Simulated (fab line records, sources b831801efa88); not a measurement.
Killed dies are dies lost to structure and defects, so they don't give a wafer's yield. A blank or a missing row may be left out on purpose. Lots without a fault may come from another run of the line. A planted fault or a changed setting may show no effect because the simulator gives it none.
fab line records | flow sky130
record lots=5 wafers=15 last_day=50
route steps=708 shown NWELL@80 PWDE@84 VT_ADJUST_HVTP@85 VT_ADJUST_LVTN@97 VT_ADJUST_NCORE@119
lots that met no fault: from a run of the same line without faults
start_h: hours from the record's first day to the start of the lot's first wafer shown | wait_h: hours since the lot's step before | " the same as in the row above | L1.1+2: a row that stands for several wafers | - no value, or no start given | * or withheld: withheld | < > ~ a bound
route shown NAME@n: a module of which the file shows steps, and the number in the route of the first | usual: mean/standard deviation of fault-free wafers | same: alike in all rows | chamber/n: place in a boat | sites: the reading at each site | _std_site: their standard deviation | _edge_site: outer sites' mean less inner sites' | radius_mm: how far each site lies from the wafer's centre | mask NAME#n: copy n | behind: the tool/chamber that last shaped the wafer | hold: why the lot was held/for how many hours/how that ended | device: the transistor (n, p or np) that didn't switch | end of line: the same wafers' tests at the end of the route | a step without rows: its recipe alone | killed: dies lost to structure and defects at the first sort, not the wafer's yield | map: a wafer's dies, x killed, . not, _ none there
set.NAME: the setting as run; set.NAME@STEP: as run at that earlier step | model.NAME: the simulator's own value behind a step, which no gauge read
lots at some steps of the route; a table a step, a row a wafer
services: from which hour (start_h, from the record's first day; less than 0 if before it) a tool's chamber was out of use, for how many hours, and why
## steps
# step SKY_NWELL_CLEAN_27
# recipe chemistry=SC1/SC2 mix=1:4:20 temp_c=70 time_s=150 dry=n2_spin
# columns lot.wafer tool chamber start_h wait_h
L074.3+4+5 wet_bench-01 3 101.78 0.0
L079.2+3+5 wet_bench-02 0 137.49 0.0
L080.2+4+5 wet_bench-01 2 138.83 0.0
L086.2+4+5 wet_bench-03 1 179.02 0.0
L094.3+4+5 wet_bench-01 2 223.27 0.0
# step SKY_NWELL_RTA_28
# recipe temp_c=1050 time_s=30 idle_temp_c=650 ramp_up_c_per_s=150 ramp_down_c_per_s=90 ambient=N2
# usual lamp_power_pct=25.31/0.056 wafer_temp_C_max=1054.9/1.1
# columns lot.wafer tool chamber start_h wait_h lamp_power_pct wafer_temp_C_max
L074.3 rtp_anneal-02 0 101.86 0.0 25.27 1055.4
L074.4 " 0 " " 25.31 1054.9
L074.5 " 0 " " 25.33 1054.1
L079.2 rtp_anneal-01 0 137.57 0.0 25.33 1053.6
L079.3 " 0 " " 25.40 1054.1
L079.5 " 0 " " 25.30 1055.7
L080.2 rtp_anneal-02 0 138.89 0.0 25.24 1054.9
L080.4 " 0 " " 25.28 1055.0
L080.5 " 0 " " 25.28 1054.3
L086.2 rtp_anneal-01 0 179.08 0.0 25.32 1054.5
L086.4 " 0 " " 25.31 1054.2
L086.5 " 0 " " 25.27 1053.7
L094.3 rtp_anneal-01 0 223.35 0.0 25.31 1054.0
L094.4 " 0 " " 25.36 1054.2
L094.5 " 0 " " 25.28 1054.3
# step SKY_NWELL_RS_MEAS_29
# recipe thk_meas_gauge=four-point-probe
# usual NWELL_RS=624.8/1.5
# columns lot.wafer tool chamber start_h wait_h NWELL_RS[ohm/sq]
L074.3 film_metro-04 - 101.97 0.1 624.6
L074.4 " - " " 626.1
L074.5 " - " " 625.4
L079.2 film_metro-04 - 137.76 0.2 627.2
L079.3 " - " " 626.9
L079.5 " - " " 624.6
L080.2 film_metro-02 - 139.00 0.1 623.6
L080.4 " - " " 626.0
L080.5 " - " " 625.5
L086.2 film_metro-02 - 179.19 0.1 625.0
L086.4 " - " " 624.3
L086.5 " - " " 626.1
L094.3 film_metro-02 - 223.46 0.1 627.0
L094.4 " - " " 625.5
L094.5 " - " " 627.6
# step SKY_NWELL_RS_MEAS_31
# recipe thk_meas_gauge=four-point-probe
# usual PWDE_RS=5284/17
# columns lot.wafer tool chamber start_h wait_h PWDE_RS[ohm/sq]
L074.3 film_metro-04 - 102.21 0.1 5281
L074.4 " - " " 5283
L074.5 " - " " 5281
L079.2 film_metro-04 - 138.00 0.1 5285
L079.3 " - " " 5251
L079.5 " - " " 5262
L080.2 film_metro-02 - 139.24 0.1 5279
L080.4 " - " " 5315
L080.5 " - " " 5303
L086.2 film_metro-02 - 179.43 0.1 5276
L086.4 " - " " 5287
L086.5 " - " " 5289
L094.3 film_metro-02 - 223.70 0.1 5247
L094.4 " - " " 5246
L094.5 " - " " 5261
# step SKY_VT_ADJUST_HVTP_DEHYDRATE_00
# recipe temp_c=200 time_s=60
# columns lot.wafer tool chamber start_h wait_h
L074.3+4+5 litho_track-03 0 110.61 8.4
L079.2+3+5 litho_track-03 0 146.99 9.0
L080.2+4+5 litho_track-04 0 148.41 9.1
L086.2+4+5 litho_track-02 0 189.25 9.8
L094.3+4+5 litho_track-03 0 234.56 10.8
# step SKY_VT_ADJUST_HVTP_HMDS_01
# recipe prime_time_s=60 prime_temp_c=120
# usual prime_temp_c=120.06/0.14
# columns lot.wafer tool chamber start_h wait_h prime_temp_c
L074.3 litho_track-03 0 110.76 0.1 120.05
L074.4 " 0 " " 120.09
L074.5 " 0 " " 119.89
L079.2 litho_track-03 0 147.14 0.1 120.14
L079.3 " 0 " " 120.27
L079.5 " 0 " " 120.19
L080.2 litho_track-04 0 148.56 0.1 119.95
L080.4 " 0 " " 119.98
L080.5 " 0 " " 120.17
L086.2 litho_track-02 0 189.40 0.1 120.00
L086.4 " 0 " " 119.89
L086.5 " 0 " " 119.70
L094.3 litho_track-03 0 234.71 0.1 119.93
L094.4 " 0 " " 120.07
L094.5 " 0 " " 120.01
# step SKY_VT_ADJUST_HVTP_COAT_02
# recipe resist=NOVOLAK spin_rpm=3000 resist_thk_nm=1140
# usual dispense_pressure_kPa=48.9/1.9
# columns lot.wafer tool chamber start_h wait_h dispense_pressure_kPa
L074.3 litho_track-03 0 110.91 0.1 47.5
L074.4 " 0 " " 47.5
L074.5 " 0 " " 47.5
L079.2 litho_track-03 0 147.29 0.1 47.5
L079.3 " 0 " " 47.4
L079.5 " 0 " " 47.4
L080.2 litho_track-04 0 148.71 0.1 47.6
L080.4 " 0 " " 47.7
L080.5 " 0 " " 47.7
L086.2 litho_track-02 0 189.55 0.1 51.5
L086.4 " 0 " " 51.5
L086.5 " 0 " " 51.5
L094.3 litho_track-03 0 234.86 0.1 47.4
L094.4 " 0 " " 47.4
L094.5 " 0 " " 47.5
# step SKY_VT_ADJUST_HVTP_SOFTBAKE_03
# recipe temp_c=90 time_s=60 resist=NOVOLAK
# columns lot.wafer tool chamber start_h wait_h
L074.3+4+5 litho_track-03 0 111.06 0.1
L079.2+3+5 litho_track-03 0 147.44 0.1
L080.2+4+5 litho_track-04 0 148.86 0.1
L086.2+4+5 litho_track-02 0 189.70 0.1
L094.3+4+5 litho_track-03 0 235.01 0.1
# step SKY_VT_ADJUST_HVTP_EXPOSE_04
# recipe mask_id=HVTPM na=0.6 source_shape=conventional sigma_outer=0.6 polarization=unpolarized target_cd_nm=380 dose_mj=140
# columns lot.wafer tool chamber start_h wait_h mask
L074.3+4+5 iline_stepper-01 0 - - HVTPM#0
L079.2+3+5 iline_stepper-01 0 - - HVTPM#0
L080.2+4+5 iline_stepper-01 0 - - HVTPM#0
L086.2+4+5 iline_stepper-02 0 - - HVTPM#0
L094.3+4+5 iline_stepper-01 0 - - HVTPM#0
# step SKY_VT_ADJUST_HVTP_PEB_05
# recipe temp_c=withheld time_s=* resist=NOVOLAK
# columns lot.wafer tool chamber start_h wait_h
L074.3+4+5 litho_track-04 0 - -
L079.2+3+5 litho_track-04 0 - -
L080.2+4+5 litho_track-03 0 - -
L086.2+4+5 litho_track-02 0 - -
L094.3+4+5 litho_track-03 0 - -
# step SKY_VT_ADJUST_HVTP_DEVELOP_06
# recipe resist=NOVOLAK developer=TMAH develop_time_s=60 dev_temp_c=22.14
# columns lot.wafer tool chamber start_h wait_h
L074.3+4+5 litho_track-04 0 120.88 0.1
L079.2+3+5 litho_track-04 0 156.46 0.1
L080.2+4+5 litho_track-03 0 158.29 0.1
L086.2+4+5 litho_track-02 0 200.40 0.1
L094.3+4+5 litho_track-03 0 246.46 0.1
# step SKY_VT_ADJUST_HVTP_CD_MEAS_07
# recipe target_cd_nm=380
# usual cd_nm=379.9/2.7
# columns lot.wafer tool chamber start_h wait_h cd_nm
L074.3 cd_sem-02 - 121.02 0.1 378.6
L074.4 " - " " 377.6
L074.5 " - " " 379.3
L079.2 cd_sem-02 - 156.60 0.1 376.7
L079.3 " - " " 378.1
L079.5 " - " " 376.8
L080.2 cd_sem-02 - 158.43 0.1 376.6
L080.4 " - " " 375.6
L080.5 " - " " 374.9
L086.2 cd_sem-01 - 200.54 0.1 379.9
L086.4 " - " " 379.3
L086.5 " - " " 378.4
L094.3 cd_sem-02 - 246.68 0.2 383.4
L094.4 " - " " 382.1
L094.5 " - " " 382.1
# step SKY_VT_ADJUST_HVTP_OVL_MEAS_08
# usual VT_ADJUST_HVTP_OVL=0.7/1.4
# columns lot.wafer tool chamber start_h wait_h VT_ADJUST_HVTP_OVL[nm]
L074.3 overlay-02 - 121.11 0.1 3.2
L074.4 " - " " 1.3
L074.5 " - " " 1.2
L079.2 overlay-01 - 156.71 0.1 1.2
L079.3 " - " " 2.7
L079.5 " - " " 3.4
L080.2 overlay-02 - 158.54 0.1 1.2
L080.4 " - " " 0.7
L080.5 " - " " 2.2
L086.2 overlay-02 - 200.65 0.1 -2.4
L086.4 " - " " -1.9
L086.5 " - " " -1.0
L094.3 overlay-01 - 246.78 0.1 1.9
L094.4 " - " " 0.4
L094.5 " - " " 2.2
# step SKY_VT_ADJUST_HVTP_IMPLANT_09
# recipe species=As energy_kev=150 dose_cm2=4.3e+12 tilt_deg=withheld
# usual faraday_current_uA=24.3/0.49
# columns lot.wafer tool chamber start_h wait_h faraday_current_uA
L074.3 implanter-03 0 121.19 0.1 24.6
L074.4 " 0 " " 24.2
L074.5 " 0 " " 24.3
L079.2 implanter-03 0 156.76 0.0 24.9
L079.3 " 0 " " 24.6
L079.5 " 0 " " 24.3
L080.2 implanter-04 0 158.59 0.0 24.5
L080.4 " 0 " " 24.5
L080.5 " 0 " " 23.5
L086.2 implanter-03 0 200.70 0.0 23.3
L086.4 " 0 " " 24.7
L086.5 " 0 " " 23.7
L094.3 implanter-03 0 246.85 0.1 24.0
L094.4 " 0 " " 24.2
L094.5 " 0 " " 24.3
# step SKY_VT_ADJUST_HVTP_STRIP_10
# recipe chemistry=O2/N2 power_w=1400 pressure_mtorr=1500 platen_temp_c=withheld o2_flow_sccm=3000 n2_flow_sccm=300 overash_fraction=0.5
# usual drypump_motor_current_A=5.7/0.46 oes_product_au=0.716/0.0047 strip_time_to_endpoint_s=14.17/0.043
# columns lot.wafer tool chamber start_h wait_h drypump_motor_current_A oes_product_au rf_hours_counter_h strip_time_to_endpoint_s
L074.3 plasma_asher-02 0 121.32 0.1 5.9 0.711 - 14.17
L074.4 " 1 " " 5.5 0.717 - 14.20
L074.5 " 1 " " 5.5 0.715 - 14.15
L079.2 plasma_asher-01 0 156.89 0.1 5.2 0.715 47 14.19
L079.3 " 0 " " 5.3 0.711 - 14.19
L079.5 " 1 " " 5.3 0.714 - 14.15
L080.2 plasma_asher-03 1 158.72 0.1 6.5 0.711 4 14.15
L080.4 " 1 " " 6.5 0.707 - 14.12
L080.5 " 0 " " 5.8 0.716 - 14.11
L086.2 plasma_asher-02 0 200.83 0.1 5.8 0.721 39 14.16
L086.4 " 0 " " 5.8 0.713 - 14.14
L086.5 " 0 " " 5.8 0.709 - 14.18
L094.3 plasma_asher-03 1 246.98 0.1 6.5 0.714 - 14.13
L094.4 " 0 " " 5.9 0.716 - 14.13
L094.5 " 1 " " 6.5 0.721 - 14.15
# step SKY_VT_ADJUST_HVTP_TW_MEAS_11
# usual VT_ADJUST_HVTP_TW=1369/7
# columns lot.wafer tool chamber start_h wait_h VT_ADJUST_HVTP_TW
L074.3 film_metro-01 - 121.41 0.1 1378
L074.4 " - " " 1369
L074.5 " - " " 1366
L079.2 film_metro-03 - 157.00 0.1 1360
L079.3 " - " " 1355
L079.5 " - " " 1363
L080.2 film_metro-04 - 158.83 0.1 1370
L080.4 " - " " 1371
L080.5 " - " " 1372
L086.2 film_metro-04 - 200.94 0.1 1361
L086.4 " - " " 1361
L086.5 " - " " 1358
L094.3 film_metro-04 - 247.07 0.1 1359
L094.4 " - " " 1362
L094.5 " - " " 1364
# step SKY_VT_ADJUST_LVTN_DEHYDRATE_00
# recipe temp_c=200 time_s=60
# columns lot.wafer tool chamber start_h wait_h
L074.3+4+5 litho_track-01 0 130.33 8.9
L079.2+3+5 litho_track-02 0 165.25 8.2
L080.2+4+5 litho_track-03 0 167.24 8.4
L086.2+4+5 litho_track-01 0 210.95 10.0
L094.3+4+5 litho_track-03 0 258.21 11.1
# step SKY_VT_ADJUST_LVTN_HMDS_01
# recipe prime_time_s=60 prime_temp_c=120
# usual prime_temp_c=120.00/0.12
# columns lot.wafer tool chamber start_h wait_h prime_temp_c
L074.3 litho_track-01 0 130.48 0.1 119.91
L074.4 " 0 " " 119.95
L074.5 " 0 " " 119.95
L079.2 litho_track-02 0 165.40 0.1 119.96
L079.3 " 0 " " 119.71
L079.5 " 0 " " 120.14
L080.2 litho_track-03 0 167.39 0.1 119.93
L080.4 " 0 " " 119.93
L080.5 " 0 " " 119.92
L086.2 litho_track-01 0 211.10 0.1 120.14
L086.4 " 0 " " 119.86
L086.5 " 0 " " 120.15
L094.3 litho_track-03 0 258.36 0.1 120.04
L094.4 " 0 " " 119.91
L094.5 " 0 " " 120.11
# step SKY_VT_ADJUST_LVTN_COAT_02
# recipe spin_rpm=2000 resist_thk_nm=3000
# usual dispense_pressure_kPa=48.0/2.2
# columns lot.wafer tool chamber start_h wait_h dispense_pressure_kPa
L074.3 litho_track-01 0 130.63 0.1 46.0
L074.4 " 0 " " 46.0
L074.5 " 0 " " 46.0
L079.2 litho_track-02 0 165.55 0.1 51.6
L079.3 " 0 " " 51.6
L079.5 " 0 " " 51.6
L080.2 litho_track-03 0 167.54 0.1 47.5
L080.4 " 0 " " 47.5
L080.5 " 0 " " 47.5
L086.2 litho_track-01 0 211.25 0.1 45.9
L086.4 " 0 " " 45.9
L086.5 " 0 " " 45.9
L094.3 litho_track-03 0 258.51 0.1 47.5
L094.4 " 0 " " 47.5
L094.5 " 0 " " 47.5
# step SKY_VT_ADJUST_LVTN_SOFTBAKE_03
# recipe temp_c=110 time_s=withheld
# columns lot.wafer tool chamber start_h wait_h
L074.3+4+5 litho_track-01 0 130.79 0.1
L079.2+3+5 litho_track-02 0 165.71 0.1
L080.2+4+5 litho_track-03 0 167.70 0.1
L086.2+4+5 litho_track-01 0 211.41 0.1
L094.3+4+5 litho_track-03 0 258.68 0.1
# step SKY_VT_ADJUST_LVTN_EXPOSE_04
# recipe mask_id=NWM_COMPLEMENT_LESS_NATIVE na=0.6 source_shape=conventional sigma_outer=0.6 polarization=unpolarized target_cd_nm=840 dose_mj=194
# columns lot.wafer tool chamber start_h wait_h mask
L074.3+4+5 iline_stepper-01 0 - - NWM_COMPLEMENT_LESS_NATIVE#0
L079.2+3+5 iline_stepper-01 0 - - NWM_COMPLEMENT_LESS_NATIVE#0
L080.2+4+5 iline_stepper-01 0 - - NWM_COMPLEMENT_LESS_NATIVE#0
L086.2+4+5 iline_stepper-01 0 - - NWM_COMPLEMENT_LESS_NATIVE#0
L094.3+4+5 iline_stepper-01 0 - - NWM_COMPLEMENT_LESS_NATIVE#0
# step SKY_VT_ADJUST_LVTN_PEB_05
# recipe temp_c=115 time_s=withheld
# columns lot.wafer tool chamber start_h wait_h
L074.3+4+5 litho_track-01 0 - -
L079.2+3+5 litho_track-02 0 - -
L080.2+4+5 litho_track-02 0 - -
L086.2+4+5 litho_track-02 0 - -
L094.3+4+5 litho_track-01 0 - -
# step SKY_VT_ADJUST_LVTN_DEVELOP_06
# recipe wall_angle_deg=90 developer=TMAH develop_time_s=60 dev_temp_c=23
# columns lot.wafer tool chamber start_h wait_h
L074.3+4+5 litho_track-01 0 - -
L079.2+3+5 litho_track-02 0 - -
L080.2+4+5 litho_track-02 0 - -
L086.2+4+5 litho_track-02 0 - -
L094.3+4+5 litho_track-01 0 - -
# step SKY_VT_ADJUST_LVTN_OVL_MEAS_07
# usual VT_ADJUST_LVTN_OVL=-0.3/1.3
# columns lot.wafer tool chamber start_h wait_h VT_ADJUST_LVTN_OVL[nm]
L074.3 overlay-01 - 140.74 - -1.4
L074.4 " - " " -0.8
L074.5 " - " " 1.0
L079.2 overlay-01 - 176.23 - 0.1
L079.3 " - " " 0.4
L079.5 " - " " 1.0
L080.2 overlay-02 - 177.73 - -2.3
L080.4 " - " " -0.2
L080.5 " - " " -1.8
L086.2 overlay-01 - 222.88 - 2.8
L086.4 " - " " 1.9
L086.5 " - " " -0.1
L094.3 overlay-02 - 271.04 - -0.5
L094.4 " - " " -1.6
L094.5 " - " " 1.0
# step SKY_VT_ADJUST_LVTN_IMPLANT_08
# recipe species=B energy_kev=30 dose_cm2=1.57e+12 tilt_deg=withheld
# usual faraday_current_uA=8.83/0.17
# columns lot.wafer tool chamber start_h wait_h faraday_current_uA
L074.3 implanter-04 0 140.81 0.1 8.78
L074.4 " 0 " " 8.83
L074.5 " 0 " " 9.09
L079.2 implanter-02 0 176.28 0.0 8.78
L079.3 " 0 " " 8.54
L079.5 " 0 " " 8.98
L080.2 implanter-02 0 177.78 0.0 9.08
L080.4 " 0 " " 8.73
L080.5 " 0 " " 8.22
L086.2 implanter-01 0 222.93 0.0 8.24
L086.4 " 0 " " 8.79
L086.5 " 0 " " 8.57
L094.3 implanter-02 0 271.11 0.1 8.85
L094.4 " 0 " " 8.97
L094.5 " 0 " " 8.76
# step SKY_VT_ADJUST_LVTN_STRIP_09
# recipe chemistry=O2/N2 power_w=1400 pressure_mtorr=1500 platen_temp_c=withheld o2_flow_sccm=3000 n2_flow_sccm=300 overash_fraction=0.5
# usual drypump_motor_current_A=5.8/0.49 oes_product_au=0.722/0.0042 strip_time_to_endpoint_s=36.93/0.12
# columns lot.wafer tool chamber start_h wait_h drypump_motor_current_A oes_product_au rf_hours_counter_h strip_time_to_endpoint_s
L074.3 plasma_asher-01 1 140.95 0.1 5.2 0.725 - 37.02
L074.4 " 0 " " 5.2 0.723 - 36.87
L074.5 " 0 " " 5.2 0.718 - 36.97
L079.2 plasma_asher-01 0 176.41 0.1 5.2 0.728 48 36.75
L079.3 " 0 " " 5.2 0.711 - 36.78
L079.5 " 0 " " 5.2 0.719 - 36.86
L080.2 plasma_asher-04 0 177.91 0.1 6.1 0.721 46 37.12
L080.4 " 0 " " 6.1 0.725 - 37.06
L080.5 " 1 " " 6.0 0.725 - 37.05
L086.2 plasma_asher-04 1 223.06 0.1 6.0 0.726 51 36.88
L086.4 " 0 " " 6.0 0.712 - 36.82
L086.5 " 1 " " 6.1 0.720 - 36.83
L094.3 plasma_asher-03 0 271.24 0.1 5.9 0.717 - 36.85
L094.4 " 1 " " 6.5 0.717 - 36.83
L094.5 " 0 " " 5.9 0.722 - 36.83
# step SKY_VT_ADJUST_LVTN_TW_MEAS_10
# usual VT_ADJUST_LVTN_TW=243.3/1.9
# columns lot.wafer tool chamber start_h wait_h VT_ADJUST_LVTN_TW
L074.3 film_metro-04 - 141.03 0.1 243.5
L074.4 " - " " 243.7
L074.5 " - " " 242.9
L079.2 film_metro-01 - 176.52 0.1 244.9
L079.3 " - " " 244.5
L079.5 " - " " 245.2
L080.2 film_metro-04 - 178.02 0.1 244.0
L080.4 " - " " 244.3
L080.5 " - " " 244.3
L086.2 film_metro-04 - 223.17 0.1 244.6
L086.4 " - " " 243.8
L086.5 " - " " 246.1
L094.3 film_metro-01 - 271.33 0.1 246.1
L094.4 " - " " 245.9
L094.5 " - " " 244.0
# step SKY_VT_ADJUST_LVTN_DEHYDRATE_11
# recipe temp_c=200 time_s=60
# columns lot.wafer tool chamber start_h wait_h
L074.3+4+5 litho_track-01 0 150.07 9.0
L079.2+3+5 litho_track-01 0 185.75 9.2
L080.2+4+5 litho_track-03 0 187.59 9.6
L086.2+4+5 litho_track-02 0 233.90 10.7
L094.3+4+5 litho_track-03 0 283.11 11.8
# step SKY_VT_ADJUST_LVTN_HMDS_12
# recipe prime_time_s=60 prime_temp_c=120
# usual prime_temp_c=119.97/0.11
# columns lot.wafer tool chamber start_h wait_h prime_temp_c
L074.3 litho_track-01 0 150.22 0.1 119.81
L074.4 " 0 " " 119.98
L074.5 " 0 " " 119.96
L079.2 litho_track-01 0 185.90 0.1 119.73
L079.3 " 0 " " 120.01
L079.5 " 0 " " 119.92
L080.2 litho_track-03 0 187.74 0.1 119.97
L080.4 " 0 " " 120.03
L080.5 " 0 " " 119.92
L086.2 litho_track-02 0 234.05 0.1 119.99
L086.4 " 0 " " 120.06
L086.5 " 0 " " 120.05
L094.3 litho_track-03 0 283.26 0.1 120.09
L094.4 " 0 " " 120.07
L094.5 " 0 " " 119.92
# step SKY_VT_ADJUST_LVTN_COAT_13
# recipe resist=NOVOLAK spin_rpm=3000 resist_thk_nm=1140
# usual dispense_pressure_kPa=47.5/1.9
# columns lot.wafer tool chamber start_h wait_h dispense_pressure_kPa
L074.3 litho_track-01 0 150.37 0.1 46.1
L074.4 " 0 " " 46.0
L074.5 " 0 " " 46.0
L079.2 litho_track-01 0 186.05 0.1 45.9
L079.3 " 0 " " 45.9
L079.5 " 0 " " 46.0
L080.2 litho_track-03 0 187.89 0.1 47.4
L080.4 " 0 " " 47.4
L080.5 " 0 " " 47.4
L086.2 litho_track-02 0 234.20 0.1 51.6
L086.4 " 0 " " 51.5
L086.5 " 0 " " 51.6
L094.3 litho_track-03 0 283.41 0.1 47.5
L094.4 " 0 " " 47.4
L094.5 " 0 " " 47.4
# step SKY_VT_ADJUST_LVTN_SOFTBAKE_14
# recipe temp_c=90 time_s=57.94 resist=NOVOLAK
# columns lot.wafer tool chamber start_h wait_h
L074.3+4+5 litho_track-01 0 150.52 0.1
L079.2+3+5 litho_track-01 0 186.20 0.1
L080.2+4+5 litho_track-03 0 188.04 0.1
L086.2+4+5 litho_track-02 0 234.35 0.1
L094.3+4+5 litho_track-03 0 283.56 0.1
# step SKY_VT_ADJUST_LVTN_EXPOSE_15
# recipe mask_id=HVN_STD_DERIVED na=0.6 source_shape=conventional sigma_outer=0.6 polarization=unpolarized target_cd_nm=600 dose_mj=163
# columns lot.wafer tool chamber start_h wait_h mask
L074.3+4+5 iline_stepper-02 0 - - HVN_STD_DERIVED#0
L079.2+3+5 iline_stepper-02 0 - - HVN_STD_DERIVED#0
L080.2+4+5 iline_stepper-01 0 - - HVN_STD_DERIVED#0
L086.2+4+5 iline_stepper-02 0 - - HVN_STD_DERIVED#0
L094.3+4+5 iline_stepper-02 0 - - HVN_STD_DERIVED#0
# step SKY_VT_ADJUST_LVTN_PEB_16
# recipe temp_c=withheld time_s=* resist=NOVOLAK
# columns lot.wafer tool chamber start_h wait_h
L074.3+4+5 litho_track-03 0 - -
L079.2+3+5 litho_track-03 0 - -
L080.2+4+5 litho_track-03 0 - -
L086.2+4+5 litho_track-02 0 - -
L094.3+4+5 litho_track-01 0 - -
# step SKY_VT_ADJUST_LVTN_DEVELOP_17
# recipe resist=NOVOLAK developer=TMAH develop_time_s=60 dev_temp_c=23
# columns lot.wafer tool chamber start_h wait_h
L074.3+4+5 litho_track-03 0 159.86 0.1
L079.2+3+5 litho_track-03 0 197.59 0.1
L080.2+4+5 litho_track-03 0 198.84 0.1
L086.2+4+5 litho_track-02 0 245.90 0.1
L094.3+4+5 litho_track-01 0 296.27 0.1
# step SKY_VT_ADJUST_LVTN_OVL_MEAS_18
# usual VT_ADJUST_LVTN_01_OVL=1.2/1.2
# columns lot.wafer tool chamber start_h wait_h VT_ADJUST_LVTN_01_OVL[nm]
L074.3 overlay-01 - 159.98 0.1 2.9
L074.4 " - " " 1.8
L074.5 " - " " 0.4
L079.2 overlay-01 - 197.72 0.1 2.2
L079.3 " - " " 1.0
L079.5 " - " " 1.2
L080.2 overlay-01 - 198.97 0.1 1.8
L080.4 " - " " 0.9
L080.5 " - " " -0.5
L086.2 overlay-02 - 246.03 0.1 2.1
L086.4 " - " " 3.0
L086.5 " - " " 1.9
L094.3 overlay-02 - 296.39 0.1 -0.1
L094.4 " - " " 0.6
L094.5 " - " " -1.3
# step SKY_VT_ADJUST_LVTN_IMPLANT_19
# recipe species=B energy_kev=30 dose_cm2=6.5e+11 tilt_deg=withheld
# usual faraday_current_uA=3.66/0.071
# columns lot.wafer tool chamber start_h wait_h faraday_current_uA
L074.3 implanter-02 0 160.05 0.1 3.70
L074.4 " 0 " " 3.67
L074.5 " 0 " " 3.67
L079.2 implanter-02 0 197.77 0.0 3.53
L079.3 " 0 " " 3.68
L079.5 " 0 " " 3.62
L080.2 implanter-02 0 199.02 0.0 3.68
L080.4 " 0 " " 3.65
L080.5 " 0 " " 3.58
L086.2 implanter-04 0 246.08 0.0 3.71
L086.4 " 0 " " 3.65
L086.5 " 0 " " 3.66
L094.3 implanter-04 0 296.46 0.1 3.71
L094.4 " 0 " " 3.70
L094.5 " 0 " " 3.78
# step SKY_VT_ADJUST_LVTN_STRIP_20
# recipe chemistry=O2/N2 power_w=1400 pressure_mtorr=1500 platen_temp_c=withheld o2_flow_sccm=3000 n2_flow_sccm=300 overash_fraction=0.5
# usual drypump_motor_current_A=5.7/0.51 oes_product_au=0.716/0.0041 strip_time_to_endpoint_s=14.18/0.05
# columns lot.wafer tool chamber start_h wait_h drypump_motor_current_A oes_product_au rf_hours_counter_h strip_time_to_endpoint_s
L074.3 plasma_asher-03 0 160.18 0.1 5.9 0.718 - 14.21
L074.4 " 1 " " 6.5 0.715 - 14.26
L074.5 " 0 " " 5.9 0.721 - 14.26
L079.2 plasma_asher-01 0 197.90 0.1 5.2 0.720 51 14.22
L079.3 " 1 " " 5.2 0.714 - 14.17
L079.5 " 0 " " 5.2 0.723 - 14.17
L080.2 plasma_asher-01 1 199.15 0.1 5.2 0.715 51 14.09
L080.4 " 0 " " 5.2 0.719 - 14.06
L080.5 " 0 " " 5.2 0.718 - 14.11
L086.2 plasma_asher-04 1 246.21 0.1 6.0 0.710 53 14.23
L086.4 " 0 " " 6.0 0.712 - 14.20
L086.5 " 0 " " 6.0 0.715 - 14.17
L094.3 plasma_asher-01 1 296.59 0.1 5.2 0.720 - 14.13
L094.4 " 0 " " 5.2 0.716 - 14.17
L094.5 " 0 " " 5.2 0.711 - 14.15
# step SKY_VT_ADJUST_LVTN_TW_MEAS_21
# usual VT_ADJUST_LVTN_2_TW=189.5/0.97
# columns lot.wafer tool chamber start_h wait_h VT_ADJUST_LVTN_2_TW
L074.3 film_metro-04 - 160.27 0.1 190.2
L074.4 " - " " 190.7
L074.5 " - " " 189.0
L079.2 film_metro-04 - 198.01 0.1 189.4
L079.3 " - " " 188.9
L079.5 " - " " 188.4
L080.2 film_metro-01 - 199.26 0.1 190.6
L080.4 " - " " 190.7
L080.5 " - " " 190.9
L086.2 film_metro-01 - 246.32 0.1 188.3
L086.4 " - " " 188.4
L086.5 " - " " 189.6
L094.3 film_metro-02 - 296.68 0.1 189.5
L094.4 " - " " 188.6
L094.5 " - " " 188.9
# step SKY_VT_ADJUST_NCORE_DEHYDRATE_00
# recipe temp_c=200 time_s=60
# columns lot.wafer tool chamber start_h wait_h
L074.3+4+5 litho_track-03 0 168.51 8.2
L079.2+3+5 litho_track-01 0 207.45 9.4
L080.2+4+5 litho_track-01 0 209.75 10.5
L086.2+4+5 litho_track-01 0 257.80 11.5
L094.3+4+5 litho_track-01 0 308.57 11.9
# step SKY_VT_ADJUST_NCORE_HMDS_01
# recipe prime_time_s=60 prime_temp_c=120
# usual prime_temp_c=119.98/0.13
# columns lot.wafer tool chamber start_h wait_h prime_temp_c
L074.3 litho_track-03 0 168.66 0.1 119.91
L074.4 " 0 " " 119.83
L074.5 " 0 " " 119.84
L079.2 litho_track-01 0 207.60 0.1 120.13
L079.3 " 0 " " 120.08
L079.5 " 0 " " 119.99
L080.2 litho_track-01 0 209.90 0.1 120.17
L080.4 " 0 " " 120.11
L080.5 " 0 " " 120.26
L086.2 litho_track-01 0 257.95 0.1 120.25
L086.4 " 0 " " 120.12
L086.5 " 0 " " 120.17
L094.3 litho_track-01 0 308.72 0.1 119.92
L094.4 " 0 " " 120.06
L094.5 " 0 " " 120.18
## services
# columns tool chamber start_h hours kind
implanter-04 - 84.50 4.9 repair
plasma_asher-01 - 94.15 0.7 repair
iline_stepper-02 - 95.70 2.1 pm
implanter-04 - 100.76 2.8 pm
plasma_asher-01 - 106.33 10.0 pm
implanter-02 - 107.39 20.7 pm
plasma_asher-03 - 108.75 9.0 pm
iline_stepper-02 - 109.00 0.8 pm
implanter-04 - 118.18 5.7 pm
implanter-02 - 137.90 0.8 repair
implanter-04 - 142.84 4.3 repair
plasma_asher-03 - 154.01 2.8 pm
iline_stepper-01 - 158.53 4.4 pm
iline_stepper-01 - 189.01 4.8 repair
iline_stepper-02 - 196.78 1.7 pm
implanter-02 - 208.79 6.6 repair
implanter-02 - 229.00 9.7 repair
implanter-02 - 239.78 6.4 pm
iline_stepper-02 - 258.62 7.2 repair
iline_stepper-02 - 263.84 9.6 repair
iline_stepper-01 - 278.59 1.7 pm
implanter-02 - 285.37 3.9 repair
implanter-02 - 290.62 2.5 repair
implanter-02 - 308.24 2.5 repair
## key
fault none
